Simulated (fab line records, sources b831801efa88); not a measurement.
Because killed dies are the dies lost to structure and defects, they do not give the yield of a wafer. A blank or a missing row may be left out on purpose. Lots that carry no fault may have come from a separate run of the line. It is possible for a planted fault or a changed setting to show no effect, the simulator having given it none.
fab line records | flow sky130
record: lots: 6 wafers: 18 lastDay: 50
route steps=708 shown METAL4@627 VIA4@639 PAD_OPEN@708
lots that met no fault: from a run of the same line without faults
startH: hours from the record's first day to the start of the lot's first wafer shown | waitH: hours since the lot's step before | " repeats the value in the row above | L1.1+2: one row covering several wafers at once | - no value, or no start given | * or withheld: withheld | < > ~ a bound
route shown NAME@n: NAME is a module with steps in the file, n the number in the route of the first one | usual: the fault-free wafers' mean and standard deviation | same: alike in all rows | chamber/n: place in a boat | sites: readings site by site | _std_site: standard deviation across them | _edge_site: inner sites' mean taken away from outer sites' mean | radiusMm: for every site, how far away it sits from the centre of the wafer | mask NAME#n: copy n | behind: the tool/chamber that last shaped the wafer | hold: reason for holding the lot/hours on hold/outcome of the hold | device: which transistor (n, p or np) failed to switch | end of line: at the end of the route, the tests of the same wafers | where a step has no rows: the recipe by itself | killed: dies that structure and defects cost at the first sort, which is not the same as the wafer's yield | map: dies across one wafer; x = killed, . = not, _ = none there
set.NAME: setting as actually run; set.NAME@STEP: the setting as run at that earlier step | model.NAME: the simulator's own value behind a step, which no gauge read
lots at some steps of the route; a table a step, a row a wafer
services: when a tool's chamber went out of use (startH, in hours from the record's first day, below 0 if earlier), for how many hours, and the reason
== steps ==
step: SKY_METAL4_PEB_11
recipe: pebTempC: withheld pebTimeS: withheld resist: KrF-thick
step: SKY_METAL4_DEVELOP_12
recipe: developTimeS: 60 resist: KrF-thick devTempC: 21
step: SKY_METAL4_CD_MEAS_13
recipe: targetCdNm: 300
usual: cdNm: 300.1/1.4
columns lot.wafer tool chamber startH waitH cdNm
L522.1 cdSem-02 - 1011.07 - 302.9
L522.2 " - " " 300.0
L522.3 " - " " 301.1
L524.2 cdSem-02 - 1024.09 - 297.0
L524.4 " - " " 297.2
L524.5 " - " " 298.0
L527.1 cdSem-02 - 1050.01 - 299.2
L527.2 " - " " 298.3
L527.3 " - " " 298.1
L529.1 cdSem-01 - 1067.52 - 302.0
L529.5 " - " " 301.5
L529.6 " - " " 300.9
L530.1 cdSem-01 - 1070.44 - 301.5
L530.2 " - " " 301.3
L530.4 " - " " 298.6
L542.2 cdSem-01 - 1129.71 - 300.6
L542.3 " - " " 299.7
L542.6 " - " " 300.6
step: SKY_METAL4_OVL_MEAS_14
usual: METAL4_OVL: -1/6.4
columns lot.wafer tool chamber startH waitH METAL4_OVL[nm]
L522.1 overlay-01 - 1011.19 0.1 3
L522.2 " - " " 5
L522.3 " - " " 8
L524.2 overlay-01 - 1024.19 0.1 0
L524.4 " - " " 2
L524.5 " - " " 2
L527.1 overlay-02 - 1050.13 0.1 3
L527.2 " - " " 3
L527.3 " - " " -6
L529.1 overlay-01 - 1067.64 0.1 1
L529.5 " - " " -5
L529.6 " - " " -5
L530.1 overlay-02 - 1070.56 0.1 -7
L530.2 " - " " -8
L530.4 " - " " -10
L542.2 overlay-02 - 1129.81 0.1 -1
L542.3 " - " " 0
L542.6 " - " " -3
step: SKY_METAL4_DESCUM_15
recipe: chemistry: O2 sourcePowerW: 150 biasPowerW: 0 pressureMtorr: 10 tempC: 40 timeS: 8
usual: chamberPressureMTorr: 10.001/0.009 drypumpMotorCurrentA: 5.8/0.61 oesProductAu: 0.999/0.0079 tempC: 39.99/0.12
columns lot.wafer tool chamber startH waitH chamberPressureMTorr drypumpMotorCurrentA oesProductAu rfHoursCounterH tempC
L522.1 rieMetal-03 1 1011.22 0.0 10.003 5.2 0.996 9 39.95
L522.2 " 0 " " 9.997 6.4 1.013 8 40.04
L522.3 " 0 " " 9.998 6.3 1.014 - 39.98
L524.2 rieMetal-03 1 1024.22 0.0 10.009 5.1 0.985 10 39.96
L524.4 " 1 " " 10.009 5.2 0.994 - 39.97
L524.5 " 0 " " 10.009 6.4 1.002 - 40.13
L527.1 rieMetal-02 1 1050.17 0.0 9.997 5.7 1.001 16 39.85
L527.2 " 0 " " 9.995 4.9 1.009 16 39.77
L527.3 " 1 " " 10.013 5.7 0.997 - 39.92
L529.1 rieMetal-01 1 1067.67 0.0 10.012 6.2 1.016 12 40.35
L529.5 " 1 " " 10.006 6.2 1.004 - 39.90
L529.6 " 0 " " 9.993 6.5 1.016 - 39.86
L530.1 rieMetal-01 1 1070.59 0.0 10.005 6.2 1.006 12 39.99
L530.2 " 0 " " 9.999 6.5 1.007 24 39.85
L530.4 " 1 " " 10.004 6.2 1.003 - 40.06
L542.2 rieMetal-01 0 1129.84 0.0 10.012 6.5 0.991 2 40.11
L542.3 " 1 " " 9.994 6.2 0.993 - 39.97
L542.6 " 0 " " 9.995 6.5 0.986 - 40.04
step: SKY_METAL4_ETCH_16
recipe: chemistry: N2/H2 target: BARC ionEnergyEv: 200 biasW: 100 pressureMtorr: 30 n2FlowSccm: 100 h2FlowSccm: 200 icpW: 500 stopOn: SiO2 timeS: 88.2 targetDepthA: 600
step: SKY_METAL4_ETCH_17
recipe: target: SiO2 stopOn: TiN chemistry: C4F8/O2/Ar sourceW: 1500 biasW: 1200 pressureMtorr: 40 c4f8FlowSccm: withheld O2_flow_sccm: 6 Ar_flow_sccm: 300 timeS: 3.9 targetDepthA: 150
usual: chamberPressureMTorr: 40.01/0.037 oesProductAu: 0.753/0.0075
columns lot.wafer tool chamber startH waitH chamberPressureMTorr oesProductAu rfHoursCounterH
L522.1 rieDiel-02 3 1011.35 0.1 40.03 0.748 7
L522.2 " 2 " " 39.99 0.754 26
L522.3 " 0 " " 40.08 0.751 15
L524.2 rieDiel-03 0 1024.35 0.1 39.97 0.767 22
L524.4 " 2 " " 39.98 0.763 20
L524.5 " 0 " " 40.00 0.764 -
L527.1 rieDiel-04 1 1050.30 0.1 39.95 0.756 19
L527.2 " 2 " " 40.01 0.755 5
L527.3 " 3 " " 40.06 0.747 2
L529.1 rieDiel-04 1 1067.80 0.1 39.99 0.758 19
L529.5 " 2 " " 40.01 0.760 -
L529.6 " 3 " " 39.95 0.751 -
L530.1 rieDiel-02 3 1070.72 0.1 39.99 0.755 9
L530.2 " 2 " " 39.93 0.759 1
L530.4 " 0 " " 40.04 0.768 18
L542.2 rieDiel-03 0 1129.97 0.1 40.02 0.750 26
L542.3 " 2 " " 40.05 0.738 -
L542.6 " 2 " " 39.97 0.743 -
step: SKY_METAL4_METAL_ETCH_18
recipe: targetDepthA: 8450 stopOn: SiO2 overEtchFrac: 0.3 timeS: 183.1 chemistry: Cl2/BCl3 resistSidewallDeg: 88 pressureMtorr: 10 icpW: 900 biasW: 48.5 Cl2_flow_sccm: 60 bcl3FlowSccm: 30
usual: chamberPressureMTorr: 9.999/0.0093 drypumpMotorCurrentA: 5.8/0.63 oesProductAu: 0.864/0.0065 throttleValvePct: 22.265/0.0096
columns lot.wafer tool chamber startH waitH chamberPressureMTorr drypumpMotorCurrentA oesProductAu rfHoursCounterH throttleValvePct
L522.1 rieMetal-02 0 1011.37 0.0 10.006 4.9 0.874 13 22.251
L522.2 " 0 " " 9.993 4.9 0.875 - 22.265
L522.3 " 0 " " 9.992 4.9 0.863 - 22.271
L524.2 rieMetal-01 0 1024.37 0.0 9.988 6.5 0.857 21 22.265
L524.4 " 1 " " 9.997 6.2 0.867 - 22.270
L524.5 " 0 " " 9.995 6.5 0.865 - 22.264
L527.1 rieMetal-01 0 1050.32 0.0 10.001 6.5 0.866 23 22.239
L527.2 " 1 " " 10.009 6.2 0.859 11 22.247
L527.3 " 0 " " 9.994 6.5 0.863 - 22.278
L529.1 rieMetal-02 0 1067.82 0.0 10.003 4.9 0.863 17 22.268
L529.5 " 1 " " 9.989 5.7 0.863 - 22.272
L529.6 " 0 " " 9.991 4.9 0.859 - 22.272
L530.1 rieMetal-03 1 1070.74 0.0 10.003 5.1 0.867 13 22.275
L530.2 " 0 " " 10.013 6.4 0.862 12 22.265
L530.4 " 0 " " 10.002 6.4 0.868 - 22.267
L542.2 rieMetal-02 1 1130.00 0.0 10.011 5.7 0.876 23 22.251
L542.3 " 1 " " 10.007 5.7 0.863 - 22.258
L542.6 " 0 " " 10.010 4.9 0.867 - 22.276
step: SKY_METAL4_STRIP_19
recipe: chemistry: O2/N2 powerW: 1400 pressureMtorr: 1500 platenTempC: withheld o2FlowSccm: 3000 n2FlowSccm: 300 overashFraction: 0.5
usual: chamberPressureMTorr: 1500.0/1.4 drypumpMotorCurrentA: 5.5/0.36 oesProductAu: 0.501/0.005 stripTimeToEndpointS: 6.51/0.07
columns lot.wafer tool chamber startH waitH chamberPressureMTorr drypumpMotorCurrentA oesProductAu rfHoursCounterH stripTimeToEndpointS
L522.1 plasmaAsher-01 1 1011.73 0.3 1499.5 5.3 0.496 91 6.57
L522.2 " 0 " " 1499.7 5.4 0.507 91 6.51
L522.3 " 0 " " 1499.3 5.3 0.507 - 6.52
L524.2 plasmaAsher-02 0 1024.55 0.1 1501.0 6.4 0.501 29 6.43
L524.4 " 1 " " 1499.0 5.4 0.495 - 6.34
L524.5 " 0 " " 1501.1 6.4 0.504 - 6.43
L527.1 plasmaAsher-01 1 1050.49 0.1 1500.9 5.3 0.492 94 6.45
L527.2 " 0 " " 1501.7 5.4 0.504 94 6.45
L527.3 " 1 " " 1500.3 5.3 0.494 - 6.52
L529.1 plasmaAsher-03 1 1068.00 0.1 1501.8 5.4 0.503 62 6.52
L529.5 " 0 " " 1500.0 5.3 0.502 - 6.49
L529.6 " 1 " " 1499.0 5.4 0.499 - 6.56
L530.1 plasmaAsher-02 1 1070.92 0.1 1500.7 5.4 0.506 33 6.53
L530.2 " 0 " " 1499.0 6.4 0.490 33 6.38
L530.4 " 0 " " 1502.8 6.4 0.503 - 6.39
L542.2 plasmaAsher-01 1 1130.18 0.1 1501.5 5.3 0.499 103 6.56
L542.3 " 1 " " 1499.9 5.3 0.502 - 6.53
L542.6 " 0 " " 1499.2 5.3 0.505 - 6.58
step: SKY_METAL4_STRIP_20
recipe: chemistry: postEtchResidueRemover timeS: 1200 tempC: 72.5
step: SKY_METAL4_CLEAN_21
recipe: chemistry: IPA timeS: 180 tempC: 25
step: SKY_METAL4_CLEAN_22
recipe: chemistry: O3/DIW dry: n2Spin
step: SKY_VIA4_HDPCVD_00
recipe: material: SiO2 targetThkNm: 1750 sigmaOpenFrac: 0.3 timeS: 291.7 tempC: 400 sih4FlowSccm: 60 pressureMtorr: 6
usual: runLengthS: 319.5/0.6
columns lot.wafer tool chamber startH waitH runLengthS model.SiO2_of_VIA4_HDPCVD_00.thkNm
L522.1 hdpcvd-02 2 1012.32 0.0 319.0 1745
L522.2 " 0 " " 319.8 1737
L522.3 " 1 " " 319.0 1780
L524.2 hdpcvd-01 0 1025.14 0.0 320.6 1749
L524.4 " 0 " " 320.5 1736
L524.5 " 2 " " 319.4 1748
L527.1 hdpcvd-01 0 1051.09 0.0 425.4 2371
L527.2 " 1 " " 319.4 1724
L527.3 " 2 " " 319.3 1759
L529.1 hdpcvd-02 0 1068.60 0.0 320.0 1740
L529.5 " 1 " " 319.0 1751
L529.6 " 0 " " 319.7 1756
L530.1 hdpcvd-01 0 1071.55 0.0 425.4 2395
L530.2 " 2 " " 319.7 1772
L530.4 " 2 " " 320.0 1750
L542.2 hdpcvd-02 2 1130.81 0.0 319.4 1736
L542.3 " 1 " " 318.5 1776
L542.6 " 1 " " 318.6 1756
step: SKY_VIA4_THK_MEAS_01
recipe: reads: SiO2_of_VIA4_HDPCVD_00
usual: VIA4_HDPCVD_THK: 1752/14
columns lot.wafer tool chamber startH waitH hold VIA4_HDPCVD_THK[nm]
L522.1 filmMetro-03 - 1012.50 0.1 - 1746
L522.2 " - " " - 1737
L522.3 " - " " - 1780
L524.2 filmMetro-03 - 1025.33 0.1 - 1750
L524.4 " - " " - 1734
L524.5 " - " " - 1750
L527.1 filmMetro-03 - 1051.26 0.1 awaitDispo/0.2h/release 2371
L527.2 " - " " awaitDispo/0.2h/release 1724
L527.3 " - " " awaitDispo/0.2h/release 1759
L527.1 filmMetro-03 - 1051.49 0.2 - 2371
L527.2 " - " " - 1723
L527.3 " - " " - 1761
L529.1 filmMetro-02 - 1068.77 0.1 - 1741
L529.5 " - " " - 1750
L529.6 " - " " - 1756
L530.1 filmMetro-03 - 1071.73 0.1 awaitDispo/0.2h/release 2395
L530.2 " - " " awaitDispo/0.2h/release 1773
L530.4 " - " " awaitDispo/0.2h/release 1750
L530.1 filmMetro-03 - 1071.96 0.2 - 2396
L530.2 " - " " - 1772
L530.4 " - " " - 1748
L542.2 filmMetro-02 - 1130.99 0.1 - 1737
L542.3 " - " " - 1777
L542.6 " - " " - 1757
step: SKY_VIA4_CMP_02
recipe: material: SiO2 downForcePsi: 4 platenRpm: 60 padVelocityMS: 0.94248
usual: motorCurrentA: 12.1/1.2 slurryFlowMlMin: 150.0/0.45
columns lot.wafer tool chamber startH waitH hold motorCurrentA slurryFlowMlMin
L522.3 cmp-02 1 1012.61 0.1 - 12.2 149.8
L522.2 " 2 " " - 13.3 150.1
L522.1 " 3 " " - 11.2 149.9
L524.4 cmp-01 1 1025.57 0.2 - 12.8 149.4
L524.2 " 2 " " - 8.8 149.9
L524.5 " 0 " " - 12.9 150.4
L527.2 cmp-01 1 1053.20 1.7 awaitDispo/1.5h/release 12.8 150.2
L527.3 " 2 " " awaitDispo/1.5h/release 8.7 149.4
L527.1 " 3 " " awaitDispo/1.5h/release 11.9 150.7
L529.1 cmp-01 1 1068.83 0.1 - 13.2 150.2
L529.5 " 1 " " - 12.9 150.2
L529.6 " 2 " " - 9.1 149.7
L530.2 cmp-01 1 1074.86 2.9 awaitDispo/2.7h/release 13.2 149.7
L530.4 " 2 " " awaitDispo/2.7h/release 8.9 150.5
L530.1 " 3 " " awaitDispo/2.7h/release 12.6 150.1
L542.2 cmp-02 3 1131.09 0.1 - 11.0 150.0
L542.3 " 0 " " - 12.2 149.8
L542.6 " 2 " " - 13.0 150.3
step: SKY_PAD_OPEN_PROBE_99
usual: defectLimitedYield: 82.3/1.9 killed_at_M0_to_M3: 43/7.4 killed_at_M4_up: 3.3/2 killedAtContacts: 24/5.4 killedAtFrontEnd: 16/4.2 killedAtOther: 0.3/0.61 killedDies: 87/9.4 killedOpen: 47/7.3 killedShort: 40/6.7 sort_bin_3_pad_short: 0.9/0.43 sort_bin_5_function: 10.4/1.4 sort_bin_6_memory: 6.4/1.2 sortNPass: 405/9.4 sortYieldPct: 82.3/1.9
same: grossDies: 492 killedAtBackSide: 0 sort_bin_4_leakage[%]: 0 sort_bin_8_speed[%]: 0
columns lot.wafer tool chamber startH waitH defectLimitedYield[%] killed_at_M0_to_M3 killed_at_M4_up killedAtContacts killedAtFrontEnd killedAtOther killedDies killedOpen killedShort sort_bin_3_pad_short[%] sort_bin_5_function[%] sort_bin_6_memory[%] sortNPass sortYieldPct[%]
L522.1 prober-01 - 1104.13 0.1 83.3 50 5 16 11 0 82 45 37 1.0 10.4 5.3 410 83.3
L522.2 prober-01 - 1104.18 0.1 84.3 38 6 15 18 0 77 43 34 1.0 8.9 5.7 415 84.3
L522.3 prober-01 - 1104.23 0.2 80.9 32 4 40 18 0 94 54 40 1.6 11.2 6.3 398 80.9
L524.2 prober-01 - 1115.88 0.1 82.3 49 2 15 19 2 87 41 44 0.8 9.6 7.3 405 82.3
L524.4 prober-01 - 1115.98 0.2 80.3 49 4 25 19 0 97 57 40 1.4 11.2 7.1 395 80.3
L524.5 prober-01 - 1116.03 0.2 84.3 42 2 19 14 0 77 33 43 1.4 9.1 5.1 415 84.3
L527.1 prober-02 - 1139.08 0.1 81.7 41 3 24 22 0 90 54 36 1.4 9.6 7.3 402 81.7
L527.2 prober-02 - 1139.13 0.1 82.5 38 5 30 12 1 86 42 43 0.8 9.6 7.1 406 82.5
L527.3 prober-02 - 1139.18 0.2 80.5 50 3 22 21 0 96 50 46 1.2 11.4 6.9 396 80.5
L542.2 prober-02 - 1204.98 0.1 81.7 43 7 29 11 0 90 47 43 1.2 11.8 5.3 402 81.7
L542.3 prober-02 - 1205.03 0.2 81.9 46 3 24 16 0 89 47 40 0.8 13.0 4.3 403 81.9
L542.6 prober-02 - 1205.18 0.2 84.6 31 2 29 14 0 76 36 38 1.2 9.6 4.7 416 84.6
killed by level:class
L522.1 VIA1:geometricParticle:open=10 METAL1:geometricParticle:short=7 CONTACT:geometricParticle:open=7 VIA2:geometricParticle:open=7 VIA1:geometricParticle:short=6 POLY_GATE:geometricParticle:open=4 LI_CONTACT:geometricParticle:open=4 VIA3:geometricParticle:open=4
L522.2 VIA2:geometricParticle:open=9 VIA1:geometricParticle:open=8 FIELD_ISO:geometricParticle:open=6 POLY_GATE:geometricParticle:short=6 METAL1:geometricParticle:short=6 CONTACT:geometricParticle:open=5 VIA2:geometricParticle:short=5 FIELD_ISO:geometricParticle:short=4
L522.3 CONTACT:geometricParticle:open=19 VIA1:geometricParticle:open=12 CONTACT:geometricParticle:short=9 FIELD_ISO:geometricParticle:short=7 POLY_GATE:geometricParticle:open=5 LI_CONTACT:geometricParticle:open=5 METAL1:geometricParticle:short=5 LI_CONTACT:geometricParticle:short=4
L524.2 METAL1:geometricParticle:short=9 VIA3:geometricParticle:short=8 LI_CONTACT:geometricParticle:open=7 VIA1:geometricParticle:open=7 METAL2:geometricParticle:short=7 VIA2:geometricParticle:open=6 FIELD_ISO:geometricParticle:open=5 POLY_GATE:geometricParticle:open=5
L524.4 LI_CONTACT:geometricParticle:open=11 VIA1:geometricParticle:open=9 METAL1:geometricParticle:short=7 CONTACT:geometricParticle:open=6 FIELD_ISO:geometricParticle:open=5 POLY_GATE:geometricParticle:open=5 VIA1:geometricParticle:short=5 CONTACT:geometricParticle:short=5
L524.5 VIA2:geometricParticle:open=7 VIA2:geometricParticle:short=7 VIA1:geometricParticle:short=6 METAL1:geometricParticle:short=6 VIA1:geometricParticle:open=5 LI_CONTACT:geometricParticle:short=4 LI_CONTACT:geometricParticle:open=4 LOCAL_INTERCONNECT:geometricParticle:short=4
L527.1 VIA1:geometricParticle:open=11 CONTACT:geometricParticle:open=10 VIA2:geometricParticle:open=8 LI_CONTACT:geometricParticle:open=7 FIELD_ISO:geometricParticle:open=6 VIA1:geometricParticle:short=6 METAL1:geometricParticle:short=5 FIELD_ISO:geometricParticle:short=4
L527.2 LI_CONTACT:geometricParticle:open=8 CONTACT:geometricParticle:open=7 VIA1:geometricParticle:open=7 FIELD_ISO:geometricParticle:short=6 CONTACT:geometricParticle:short=5 VIA3:geometricParticle:open=5 VIA2:geometricParticle:open=5 LOCAL_INTERCONNECT:geometricParticle:short=4
L527.3 CONTACT:geometricParticle:open=13 METAL2:geometricParticle:short=10 METAL1:geometricParticle:short=8 VIA1:geometricParticle:open=8 FIELD_ISO:geometricParticle:short=7 VIA2:geometricParticle:open=7 FIELD_ISO:geometricParticle:open=6 VIA1:geometricParticle:short=5
L542.2 LI_CONTACT:geometricParticle:open=10 VIA1:geometricParticle:open=7 VIA1:geometricParticle:short=7 CONTACT:geometricParticle:open=6 METAL2:geometricParticle:short=6 LOCAL_INTERCONNECT:geometricParticle:short=5 METAL2:geometricParticle:open=5 METAL3:geometricParticle:short=5
L542.3 VIA3:geometricParticle:open=10 VIA1:geometricParticle:open=9 CONTACT:geometricParticle:open=9 METAL2:geometricParticle:short=7 METAL1:geometricParticle:short=7 CONTACT:geometricParticle:short=6 POLY_GATE:geometricParticle:short=5 LI_CONTACT:geometricParticle:open=4
L542.6 CONTACT:geometricParticle:open=8 VIA2:geometricParticle:open=8 CONTACT:geometricParticle:short=7 METAL1:geometricParticle:short=6 POLY_GATE:geometricParticle:open=5 LI_CONTACT:geometricParticle:short=5 LI_CONTACT:geometricParticle:open=5 VIA1:geometricParticle:open=4
== services ==
columns tool chamber startH hours kind
hdpcvd-02 - 990.41 1.0 repair
cmp-02 - 994.34 8.3 repair
rieMetal-02 1 1008.98 14.2 repair
rieDiel-02 1 1023.04 21.3 repair
rieMetal-02 0 1023.51 12.7 repair
cmp-01 - 1028.42 2.2 repair
cmp-01 - 1031.06 1.0 repair
cmp-02 - 1034.54 1.0 repair
rieDiel-03 2 1043.98 2.8 repair
rieDiel-04 - 1051.75 1.0 repair
plasmaAsher-02 - 1057.23 2.8 pm
rieDiel-02 3 1058.18 2.2 repair
cmp-02 - 1062.84 3.5 repair
rieDiel-02 2 1071.29 8.0 repair
rieDiel-02 - 1072.31 5.8 repair
rieDiel-02 0 1081.04 14.2 repair
cmp-02 - 1091.30 4.0 pm
rieMetal-02 0 1097.06 3.3 repair
cmp-02 - 1097.60 5.0 pm
plasmaAsher-01 - 1103.63 2.1 repair
cmp-02 - 1103.96 1.7 repair
rieDiel-04 - 1105.52 0.2 repair
cmp-02 - 1111.88 6.0 pm
rieDiel-03 1 1112.31 2.4 repair
== key ==
firstSign: step: SKY_VIA4_HDPCVD_00 reading: runLengthS direction: up sigmas: 99+ usual: * struck: *
effect: step: SKY_VIA4_THK_MEAS_01 reading: visit direction: added
effect: step: SKY_VIA4_THK_MEAS_01 reading: VIA4_HDPCVD_THK direction: up sigmas: 44 usual: 1752 struck: 2383
modelEffect: step: SKY_VIA4_HDPCVD_00 value: SiO2_of_VIA4_HDPCVD_00.thkNm without: 1754 struck: 2383
metAt SKY_VIA4_HDPCVD_00
struckWafers L527.1,L530.1
onsetBetween 1025.14 1051.09
fault: kind: processParameterDrift tool: hdpcvd-01 chamber: 0 onsetH: 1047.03 steps: SKY_VIA4_HDPCVD_00 channel: timeS offset: * shape: step endH: 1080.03 actsIn: * stated: *
